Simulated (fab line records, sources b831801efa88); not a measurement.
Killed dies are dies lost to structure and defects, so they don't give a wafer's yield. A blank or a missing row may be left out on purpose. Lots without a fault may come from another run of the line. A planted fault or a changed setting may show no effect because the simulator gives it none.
Which tool did it? | flow gf180mcu | 24 lots, 72 wafers sampled, at 6 steps of a route of 602

WHAT THE GAUGES READ, wafer by wafer
GF_SAB_CD_MEAS_09: target cd 420 nm.
lot  | measured     | on        | cd_nm (nm)
L074 | day 15 03:58 | cd_sem-01 | 422.6 420.6 422.1
L075 | day 15 12:42 | cd_sem-01 | 418.4 416.8 417.9
L076 | day 15 15:32 | cd_sem-02 | 422.7 419.9 418.7
L077 | day 16 10:55 | cd_sem-01 | 418.3 419.1 418.6
L078 | day 16 18:45 | cd_sem-02 | 421.6 424.4 421.2
L079 | day 17 03:47 | cd_sem-01 | 421.1 420.6 422.4
L080 | day 17 02:47 | cd_sem-01 | 414.8 412.8 415.4
L081 | day 17 11:39 | cd_sem-01 | 416.6 416.4 417.5
L082 | day 18 03:20 | cd_sem-01 | 417.9 415.9 416.6
L083 | day 18 09:48 | cd_sem-01 | 418.8 422.2 420.2
L084 | day 18 19:51 | cd_sem-01 | 420.5 421.1 421.4
L085 | day 19 07:17 | cd_sem-02 | 421.0 423.1 422.6
L087 | day 19 15:38 | cd_sem-01 | 419.4 418.7 417.5
L086 | day 20 07:11 | cd_sem-01 | 421.6 420.0 422.3
L088 | day 20 01:34 | cd_sem-01 | 419.2 421.8 420.3
L089 | day 20 13:53 | cd_sem-02 | 423.4 422.8 422.0
L090 | day 21 01:22 | cd_sem-01 | 423.3 421.3 421.3
L091 | day 21 04:14 | cd_sem-01 | 420.8 422.8 424.7
L092 | day 21 11:37 | cd_sem-02 | 421.5 422.8 421.8
L093 | day 21 20:21 | cd_sem-01 | 420.9 423.2 421.0
L094 | day 22 10:55 | cd_sem-02 | 415.5 415.2 415.1
L095 | day 22 14:29 | cd_sem-01 | 420.9 421.4 421.0
L096 | day 22 16:44 | cd_sem-01 | 415.0 414.7 416.7
L097 | day 23 04:37 | cd_sem-02 | 425.2 422.8 422.9

GF_V3_BOW_MEAS_05.
lot  | measured     | on            | V3_BOW (um)
L074 | day 21 11:04 | film_metro-02 | 119 112 115
L075 | day 21 19:50 | film_metro-01 | 119 117 130
L076 | day 22 00:14 | film_metro-04 | 109 114 107
L077 | day 22 19:55 | film_metro-04 | 131 112 113
L078 | day 23 04:38 | film_metro-04 | 123 119 115
L079 | day 23 13:48 | film_metro-01 | 91 113 103
L080 | day 23 13:41 | film_metro-04 | 135 122 120
L081 | day 23 20:56 | film_metro-02 | 119 121 117
L082 | day 24 11:50 | film_metro-01 | 117 123 124
L083 | day 24 16:40 | film_metro-01 | 108 115 137
L084 | day 25 03:01 | film_metro-01 | 102 98 116
L085 | day 25 14:27 | film_metro-04 | 106 114 106
L087 | day 25 20:54 | film_metro-02 | 134 122 120
L086 | day 26 08:37 | film_metro-01 | 126 117 125
L088 | day 26 02:37 | film_metro-02 | 100 131 126
L089 | day 26 14:33 | film_metro-01 | 127 123 125
L090 | day 27 00:16 | film_metro-01 | 107 110 102
L091 | day 27 03:44 | film_metro-01 | 107 131 125
L092 | day 27 11:13 | film_metro-02 | 110 121 113
L093 | day 27 18:01 | film_metro-04 | 117 109 101
L094 | day 28 08:40 | film_metro-02 | 110 117 102
L095 | day 28 10:55 | film_metro-02 | 100 108 123
L096 | day 28 11:32 | film_metro-02 | 118 117 122
L097 | day 28 20:22 | film_metro-01 | 102 114 112

GF_V3_CD_MEAS_14: target cd 260 nm.
lot  | measured     | on        | cd_nm (nm)
L074 | day 22 10:52 | cd_sem-01 | 258.9 259.7 259.7
L075 | day 22 18:47 | cd_sem-02 | 258.9 260.4 259.4
L076 | day 22 22:49 | cd_sem-01 | 262.2 262.1 262.8
L077 | day 23 18:49 | cd_sem-01 | 260.2 259.8 261.1
L078 | day 24 03:08 | cd_sem-01 | 258.6 258.1 258.5
L079 | day 24 12:32 | cd_sem-02 | 260.1 259.9 259.3
L080 | day 24 12:06 | cd_sem-02 | 259.3 259.0 259.7
L081 | day 24 18:37 | cd_sem-01 | 258.7 259.5 258.5
L082 | day 25 09:47 | cd_sem-01 | 259.3 260.5 259.9
L083 | day 25 14:15 | cd_sem-01 | 260.7 261.8 260.6
L084 | day 26 00:11 | cd_sem-02 | 261.7 261.0 262.2
L085 | day 26 10:47 | cd_sem-02 | 260.6 261.7 261.1
L087 | day 26 17:17 | cd_sem-01 | 262.3 260.2 261.1
L086 | day 27 05:23 | cd_sem-01 | 258.9 260.3 258.6
L088 | day 26 22:00 | cd_sem-02 | 262.6 260.7 262.8
L089 | day 27 11:32 | cd_sem-02 | 260.9 260.3 260.7
L090 | day 27 20:22 | cd_sem-01 | 261.1 259.0 261.5
L091 | day 28 00:01 | cd_sem-01 | 261.7 260.8 261.5
L092 | day 28 07:18 | cd_sem-01 | 260.1 261.0 260.7
L093 | day 28 13:44 | cd_sem-02 | 260.4 259.6 258.8
L094 | day 29 03:29 | cd_sem-02 | 258.6 259.9 259.5
L095 | day 29 05:32 | cd_sem-01 | 259.1 258.7 258.9
L096 | day 29 06:57 | cd_sem-02 | 262.1 262.3 262.3
L097 | day 29 15:51 | cd_sem-02 | 261.7 260.3 261.8

GF_M5_OVL_MEAS_08.
lot  | measured     | on         | M5_OVL (nm)
L074 | day 26 07:05 | overlay-02 | -4 1 -5
L075 | day 26 15:25 | overlay-02 | 2 -7 5
L076 | day 26 23:40 | overlay-01 | -10 -9 2
L077 | day 27 13:44 | overlay-01 | -1 1 -9
L078 | day 27 19:54 | overlay-01 | -4 -5 -8
L079 | day 28 07:01 | overlay-01 | 1 -6 -5
L080 | day 28 06:53 | overlay-01 | -2 4 2
L081 | day 28 10:18 | overlay-01 | -12 1 -8
L082 | day 29 00:10 | overlay-01 | -2 5 -6
L083 | day 29 03:33 | overlay-01 | 2 -5 3
L084 | day 29 10:54 | overlay-02 | -1 -9 -4
L085 | day 30 00:40 | overlay-01 | 8 12 4
L087 | day 30 05:27 | overlay-02 | 5 4 2
L086 | day 30 13:30 | overlay-02 | 4 4 -1
L088 | day 30 06:56 | overlay-01 | -1 -2 -5
L089 | day 30 21:48 | overlay-02 | -2 0 1
L090 | day 31 02:55 | overlay-02 | -3 4 -3
L091 | day 31 07:40 | overlay-01 | -4 -5 -6
L092 | day 31 16:54 | overlay-01 | -6 -7 -11
L093 | day 31 21:18 | overlay-02 | -1 -11 -6
L094 | day 32 07:40 | overlay-01 | -5 1 -9
L095 | day 32 10:07 | overlay-02 | -3 -4 -1
L096 | day 32 10:29 | overlay-01 | -4 -7 -1
L097 | day 32 20:28 | overlay-02 | 1 -1 4

WHICH TOOL RAN EACH LOT (tool, then ch and the chambers of the sampled wafers, then the start)
lot  | GF_NWELL_STRIP_10                   | GF_M3_STRIP_17
L074 | plasma_asher-04 ch 0,1, day 3 10:49 | plasma_asher-01 ch 0,1, day 21 09:57
L075 | plasma_asher-04 ch 0,1, day 3 15:32 | plasma_asher-01 ch 0,1, day 21 18:44
L076 | plasma_asher-03 ch 0,1, day 3 18:46 | plasma_asher-03 ch 0,1, day 21 23:07
L077 | plasma_asher-01 ch 0,1, day 4 02:43 | plasma_asher-04 ch 0,1, day 22 18:44
L078 | plasma_asher-01 ch 0,1, day 4 08:04 | plasma_asher-01 ch 0,1, day 23 03:30
L079 | plasma_asher-03 ch 0,1, day 4 12:55 | plasma_asher-01 ch 0,1, day 23 12:41
L080 | plasma_asher-04 ch 0,1, day 4 16:21 | plasma_asher-03 ch 0,1, day 23 12:33
L081 | plasma_asher-04 ch 0, day 4 20:01   | plasma_asher-03 ch 0,1, day 23 19:42
L082 | plasma_asher-01 ch 0,1, day 5 01:58 | plasma_asher-03 ch 0,1, day 24 10:44
L083 | plasma_asher-03 ch 0,1, day 5 09:07 | plasma_asher-04 ch 0,1, day 24 15:34
L084 | plasma_asher-04 ch 0,1, day 5 14:58 | plasma_asher-01 ch 0,1, day 25 01:53
L085 | plasma_asher-04 ch 0,1, day 5 19:15 | plasma_asher-04 ch 0,1, day 25 13:17
L087 | plasma_asher-01 ch 0,1, day 6 05:44 | plasma_asher-03 ch 0,1, day 25 19:46
L086 | plasma_asher-04 ch 0,1, day 6 06:22 | plasma_asher-04 ch 0,1, day 26 07:26
L088 | plasma_asher-04 ch 0,1, day 6 11:49 | plasma_asher-04 ch 0,1, day 26 01:29
L089 | plasma_asher-01 ch 0,1, day 6 16:52 | plasma_asher-01 ch 0,1, day 26 13:27
L090 | plasma_asher-01 ch 0,1, day 6 23:22 | plasma_asher-04 ch 0,1, day 26 23:07
L091 | plasma_asher-01 ch 0,1, day 7 04:41 | plasma_asher-04 ch 0,1, day 27 02:36
L092 | plasma_asher-01 ch 1, day 7 08:53   | plasma_asher-03 ch 0,1, day 27 10:05
L093 | plasma_asher-04 ch 0,1, day 7 14:53 | plasma_asher-03 ch 0,1, day 27 16:55
L094 | plasma_asher-01 ch 0,1, day 7 20:45 | plasma_asher-01 ch 0,1, day 28 07:05
L095 | plasma_asher-03 ch 0,1, day 8 01:52 | plasma_asher-01 ch 1, day 28 07:37
L096 | plasma_asher-04 ch 0,1, day 8 06:58 | plasma_asher-03 ch 0,1, day 28 09:28
L097 | plasma_asher-03 ch 1, day 8 15:22   | plasma_asher-03 ch 0,1, day 28 19:14
- GF_NWELL_STRIP_10: strips in O2/N2.
- GF_M3_STRIP_17: strips in O2/N2.

WHAT THE TOOLS THEMSELVES READ (means of the sampled wafers that have a number; where no wafer has one, the mark that the record gives instead)
GF_NWELL_STRIP_10.
lot  | tool            | drypump_motor_current_A (A) | heater_power_w (W) | oes_product_au (a.u.) | strip_time_to_endpoint_s (s)
L074 | plasma_asher-04 | 5.2                         | 353                | 0.720                 | 36.98
L075 | plasma_asher-04 | 5.2                         | 348                | 0.724                 | 37.04
L076 | plasma_asher-03 | 6.0                         | 381                | 0.723                 | 36.97
L077 | plasma_asher-01 | 5.7                         | 340                | 0.725                 | 36.88
L078 | plasma_asher-01 | 5.7                         | 337                | 0.720                 | 37.09
L079 | plasma_asher-03 | 6.1                         | 358                | 0.722                 | 36.93
L080 | plasma_asher-04 | 5.2                         | 353                | 0.724                 | 36.86
L081 | plasma_asher-04 | 4.9                         | 350                | 0.723                 | 36.98
L082 | plasma_asher-01 | 5.7                         | 358                | 0.717                 | 36.90
L083 | plasma_asher-03 | 6.1                         | 355                | 0.724                 | 37.13
L084 | plasma_asher-04 | 5.2                         | 356                | 0.724                 | 37.03
L085 | plasma_asher-04 | 5.5                         | 358                | 0.721                 | 37.03
L087 | plasma_asher-01 | 5.7                         | 358                | 0.725                 | 36.98
L086 | plasma_asher-04 | 5.5                         | 361                | 0.725                 | 36.98
L088 | plasma_asher-04 | 5.5                         | 363                | 0.723                 | 37.05
L089 | plasma_asher-01 | 5.7                         | 333                | 0.719                 | 36.91
L090 | plasma_asher-01 | 5.7                         | 341                | 0.724                 | 36.92
L091 | plasma_asher-01 | 5.7                         | 334                | 0.725                 | 36.95
L092 | plasma_asher-01 | 5.6                         | 385                | 0.726                 | 36.87
L093 | plasma_asher-04 | 5.5                         | 363                | 0.720                 | 36.98
L094 | plasma_asher-01 | 5.7                         | 360                | 0.721                 | 36.90
L095 | plasma_asher-03 | 6.1                         | 355                | 0.719                 | 36.88
L096 | plasma_asher-04 | 5.2                         | 360                | 0.721                 | 36.84
L097 | plasma_asher-03 | 5.9                         | 407                | 0.724                 | 37.07

GF_M3_STRIP_17.
lot  | tool            | drypump_motor_current_A (A) | heater_power_w (W) | oes_product_au (a.u.) | strip_time_to_endpoint_s (s)
L074 | plasma_asher-01 | 5.7                         | 334                | 0.561                 | 7.92
L075 | plasma_asher-01 | 5.7                         | 356                | 0.556                 | 7.92
L076 | plasma_asher-03 | 6.0                         | 388                | 0.557                 | 7.93
L077 | plasma_asher-04 | 5.2                         | 353                | 0.557                 | 7.85
L078 | plasma_asher-01 | 5.7                         | 339                | 0.561                 | 7.86
L079 | plasma_asher-01 | 5.7                         | 338                | 0.557                 | 7.81
L080 | plasma_asher-03 | 6.1                         | 361                | 0.560                 | 7.84
L081 | plasma_asher-03 | 6.0                         | 388                | 0.556                 | 7.89
L082 | plasma_asher-03 | 6.1                         | 368                | 0.559                 | 7.95
L083 | plasma_asher-04 | 5.2                         | 353                | 0.553                 | 7.83
L084 | plasma_asher-01 | 5.7                         | 362                | 0.560                 | 7.91
L085 | plasma_asher-04 | 5.2                         | 351                | 0.560                 | 7.92
L087 | plasma_asher-03 | 6.0                         | 387                | 0.563                 | 7.92
L086 | plasma_asher-04 | 5.2                         | 347                | 0.557                 | 7.89
L088 | plasma_asher-04 | 5.5                         | 371                | 0.558                 | 7.87
L089 | plasma_asher-01 | 5.7                         | 340                | 0.558                 | 7.90
L090 | plasma_asher-04 | 5.5                         | 370                | 0.557                 | 7.89
L091 | plasma_asher-04 | 5.2                         | 360                | 0.565                 | 7.90
L092 | plasma_asher-03 | 6.1                         | 362                | 0.556                 | 7.89
L093 | plasma_asher-03 | 6.0                         | 386                | 0.554                 | 7.87
L094 | plasma_asher-01 | 5.7                         | 335                | 0.558                 | 7.91
L095 | plasma_asher-01 | 5.6                         | 384                | 0.553                 | 7.84
L096 | plasma_asher-03 | 6.0                         | 362                | 0.556                 | 7.87
L097 | plasma_asher-03 | 6.0                         | 384                | 0.560                 | 7.89

THE ANSWER, worked out from the rows above alone
Rule: what is usual is taken from the lots themselves. Put in order of their means at a reading, lots are off if they are a third of the lots or fewer, leave a main group of 4 or more, and stand apart from it by a gap of 3 or more times the standard deviation of the main group's means; of several such gaps the widest counts. A main group whose means are all the same, to the digits that the tables above print for the reading, isn't used. A lot without any number at a reading at which 4 lots or more have one is off too. The other lots that the step has rows for count as sound. The gauges are gone through in route order, then the tools' own readings, and for those a lot's mean is taken as printed above. The first step at which some lot is off is used, and at that step the reading that is off furthest; a lot without a number counts as furthest.
No lot is off at any reading shown: from this, nothing can be told.

WHAT THE SIMULATOR HAD PUT IN
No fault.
